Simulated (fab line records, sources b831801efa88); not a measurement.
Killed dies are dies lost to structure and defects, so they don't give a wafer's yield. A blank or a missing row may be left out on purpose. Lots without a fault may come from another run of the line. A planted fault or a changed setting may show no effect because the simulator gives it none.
A struck lot beside a sound one | flow gf180mcu | 14 steps out of a route of 602
Sound: wafers L845.1, L845.3, L845.5. Struck: wafers L861.2, L861.3, L861.5. The cause comes at the end.
At each step with rows: each side's tool, then ch and its chambers, then its first start. Under that, the readings that differ: sound wafers | struck wafers | difference of the means | sigmas: that difference in standard deviations of wafers without a fault.
alike: readings whose means differ by less than 2 such deviations, and words and numbers that are the same on both sides. not compared: withheld readings, readings that some wafer has no value for, bounds like >300 that may hide the same value, and numbers for which the record gives no deviation and whose values overlap.
The two part at a step that has a row with sigmas, a row that says differs or no value, or rows on one side only. Numbers that don't overlap but have no deviation are shown without sigmas and don't part them. A reading that every wafer of one side lacks parts them only if that side has two wafers or more.

first, 4 steps without rows for these wafers: GF_VT_IMPLANT_SOFTBAKE_03 (time 60 s); GF_VT_IMPLANT_EXPOSE_04 (exposes mask LVPWELL LV AREA, target cd 600 nm); GF_VT_IMPLANT_PEB_05; GF_VT_IMPLANT_DEVELOP_06 (develop time 60 s).
GF_VT_IMPLANT_OVL_MEAS_07:
  sound on overlay-01, day 5 21:29; struck on overlay-01, day 9 23:15
  alike: VT_IMPLANT_OVL
then, 1 step without rows for these wafers: GF_VT_IMPLANT_IMPLANT_08.
GF_VT_IMPLANT_STRIP_09: strips in O2/N2.
  sound on plasma_asher-02 ch 0,1, day 5 21:40; struck on plasma_asher-02 ch 0,1, day 9 23:26
  alike: drypump_motor_current_A, heater_power_w, oes_product_au, platen_temp_c, strip_time_to_endpoint_s
  not compared: rf_hours_counter_h
GF_VT_IMPLANT_TW_MEAS_10:
  sound on film_metro-02, day 5 21:46; struck on film_metro-03, day 9 23:32
  alike: VT_IMPLANT_TW
then, 4 steps without rows for these wafers: GF_VT_IMPLANT_DEHYDRATE_11 (time 60 s); GF_VT_IMPLANT_HMDS_12 (prime time 60 s); GF_VT_IMPLANT_COAT_13 (resist thk 1000 nm); GF_VT_IMPLANT_SOFTBAKE_14 (time 60 s).
GF_VT_IMPLANT_EXPOSE_15: exposes mask Nwell LV AREA, target cd 860 nm.
  sound on iline_stepper-02 ch 0, day 6 05:08; struck on iline_stepper-01, day 10 08:39
  no value came back on the struck wafers for exposure_dose_mJ_cm2, focus_offset_nm (nm), sigma_outer; on the sound wafers exposure_dose_mJ_cm2 reads 139.85 139.68 140.00
  reading                            | sound             | struck               | difference | sigmas
  model.VT_IMPLANT.overlay_y_nm (nm) | 1.498 1.498 1.498 | -1.495 -1.495 -1.495 | -2.993     |
  alike: mask
then, 1 step without rows for these wafers: GF_VT_IMPLANT_PEB_16.

WHERE THEY PART
Only at GF_VT_IMPLANT_EXPOSE_15, within this record.

WHY: what the simulator had put in
Skipped step whole: iline_stepper-01, from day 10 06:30 on, at GF_VT_IMPLANT_EXPOSE_15. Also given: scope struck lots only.
